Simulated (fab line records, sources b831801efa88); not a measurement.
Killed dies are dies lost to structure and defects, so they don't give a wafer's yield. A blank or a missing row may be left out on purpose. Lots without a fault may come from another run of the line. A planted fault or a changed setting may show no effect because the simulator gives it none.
A struck lot beside a sound one | flow gf180mcu | 14 steps out of a route of 602
Sound: wafers L872.2, L872.4, L872.5. Struck: wafers L871.2, L871.5, L871.6. The cause comes at the end.
At each step with rows: each side's tool, then ch and its chambers, then its first start. Under that, the readings that differ: sound wafers | struck wafers | difference of the means | sigmas: that difference in standard deviations of wafers without a fault.
alike: readings whose means differ by less than 2 such deviations, and words and numbers that are the same on both sides. not compared: withheld readings, readings that some wafer has no value for, bounds like >300 that may hide the same value, and numbers for which the record gives no deviation and whose values overlap.
The two part at a step that has a row with sigmas, a row that says differs or no value, or rows on one side only. Numbers that don't overlap but have no deviation are shown without sigmas and don't part them. A reading that every wafer of one side lacks parts them only if that side has two wafers or more.

first, 4 steps without rows for these wafers: GF_V5_SOFTBAKE_10 (time 60 s); GF_V5_EXPOSE_11 (exposes mask Via5, target cd 260 nm); GF_V5_PEB_12 (peb time 90 s); GF_V5_DEVELOP_13 (develop time 60 s).
GF_V5_CD_MEAS_14: target cd 260 nm.
  sound on cd_sem-01, day 32 02:00; struck on cd_sem-01, day 31 16:56
  alike: cd_nm
GF_V5_OVL_MEAS_15:
  sound on overlay-01, day 32 02:07; struck on overlay-02, day 31 17:02
  alike: V5_OVL
GF_V5_ETCH_16: etches BARC in N2/H2.
  sound on rie_diel-03 ch 0,2,3, day 32 02:08; struck on rie_diel-03 ch 0,2,3, day 31 17:04
  alike: drypump_motor_current_A, oes_product_au, throttle_valve_pct
GF_V5_ETCH_17: etches SiO2 in C4F8/O2/Ar, stops on TiN, target depth 855 nm.
  sound on rie_diel-03 ch 0,2,3; struck on rie_diel-03 ch 0,2,3
  alike: oes_product_au
GF_V5_STRIP_18: strips in O2/N2.
  sound on plasma_asher-03 ch 0,1, day 32 02:17; struck on plasma_asher-02 ch 0,1, day 31 17:14
  reading            | sound       | struck      | difference | sigmas
  heater_power_w (W) | 317 359 321 | 281 287 293 | -45        | -2
  alike: drypump_motor_current_A, oes_product_au
  not compared: rf_hours_counter_h
then, 2 steps without rows for these wafers: GF_V5_STRIP_19 (strips in post etch residue remover, time 1200 s); GF_V5_CLEAN_20 (cleans in DIW).
GF_V5_SPUTTER_21: material Ti, target thk 15 nm, time 80.02 s.
  sound on pvd_sputter-02, day 32 02:50; struck on pvd_sputter-03, day 31 17:46
  alike: cathode_dc_power_W, chamber_pressure_pa, throttle_valve_pct
GF_V5_SPUTTER_22: material TiN, target thk 10 nm, time 40 s.
  sound on pvd_sputter-02, day 32 02:53; struck on pvd_sputter-03, day 31 17:50
  no value came back on the struck wafers for cathode_dc_power_W (W), chamber_pressure_pa (Pa), throttle_valve_pct (%); on the sound wafers cathode_dc_power_W (W) reads 4001.2 3999.9 3999.8
GF_V5_CVD_23: deposits W, target thk 350 nm, time 104.9 s.
  sound on cvd_w-02 ch 0,1, day 32 02:56; struck on cvd_w-01 ch 0,1, day 31 17:52
  reading            | sound       | struck        | difference | sigmas
  heater_power_w (W) | 713 804 718 | 1123 995 1102 | +328       | +2

WHERE THEY PART
First at GF_V5_STRIP_18; last, within this record, at GF_V5_CVD_23.

WHY: what the simulator had put in
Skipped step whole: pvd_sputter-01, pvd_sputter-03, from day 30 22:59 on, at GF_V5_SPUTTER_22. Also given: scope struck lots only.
